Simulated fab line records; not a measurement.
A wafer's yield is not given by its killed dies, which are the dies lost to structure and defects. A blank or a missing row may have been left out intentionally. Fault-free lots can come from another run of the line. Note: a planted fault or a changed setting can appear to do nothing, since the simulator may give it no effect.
Chamber matching | flow gf180mcu | hdpcvd-01 running GF_V4_CVD_00: 3 sister chambers
The step deposits SiO2, target thk 600 nm, time 100 s. 20 wafers are shown with their chamber, then 10 later ones without.

## EACH WAFER AND ITS CHAMBER
wafer  | chamber | susceptor_temp_C (C)
L758.1 | 1       | 400.10
L758.4 | 2       | 399.71
L758.5 | 0       | 399.90
L760.1 | 0       | 399.93
L760.2 | 1       | 399.79
L760.5 | 0       | 399.74
L761.3 | 0       | 400.01
L761.5 | 2       | 399.79
L761.6 | 1       | 399.41
L762.2 | 0       | 400.02
L762.3 | 2       | 399.61
L762.5 | 2       | 399.95
L763.3 | 2       | 400.09
L763.5 | 0       | 400.01
L763.6 | 2       | 399.76
L764.1 | 0       | 399.75
L764.5 | 1       | 399.76
L764.6 | 2       | 399.93
L766.2 | 1       | 399.85
L766.3 | 0       | 400.13

SIGNATURES (averages over the wafers above)
reading          | chamber 0 | chamber 1 | chamber 2 | scatter within a chamber
susceptor_temp_C | 399.9362  | 399.7820  | 399.8343  | 0.178
Rule: for a wafer and a chamber, the distance is found by dividing, reading by reading, the gap between the wafer's reading and the chamber's mean by the reading's scatter, squaring, summing and taking the root. If the next closest chamber is less than 2 further off than the closest, the wafer can't be placed; otherwise it belongs to the closest. The scatter is the square root of a quotient: the sum, over the shown wafers, of each reading's squared deviation from its chamber's mean, divided by wafers minus chambers.

## WAFERS MISSING THEIR CHAMBER
wafer  | susceptor_temp_C (C)
L766.4 | 399.88
L769.1 | 400.02
L769.2 | 400.04
L769.3 | 399.96
L772.1 | 400.12
L772.2 | 399.86
L772.6 | 399.94
L776.2 | 400.59
L776.3 | 399.97
L776.5 | 399.72

## THE CHAMBER EACH PASSED THROUGH
wafer  | from the rows above          | in truth
L766.4 | can't be placed: 2 or 0 or 1 | 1
L769.1 | can't be placed: 0 or 2 or 1 | 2
L769.2 | can't be placed: 0 or 2 or 1 | 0
L769.3 | can't be placed: 0 or 2 or 1 | 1
L772.1 | can't be placed: 0 or 2 or 1 | 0
L772.2 | can't be placed: 2 or 0 or 1 | 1
L772.6 | can't be placed: 0 or 2 or 1 | 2
L776.2 | can't be placed: 0 or 2 or 1 | 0
L776.3 | can't be placed: 0 or 2 or 1 | 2
L776.5 | can't be placed: 1 or 2 or 0 | 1
Correct placement for 0 of the 10. Can't be placed from these rows: 10 (the true chamber is among the candidates in 10). Number placed wrongly: 0.
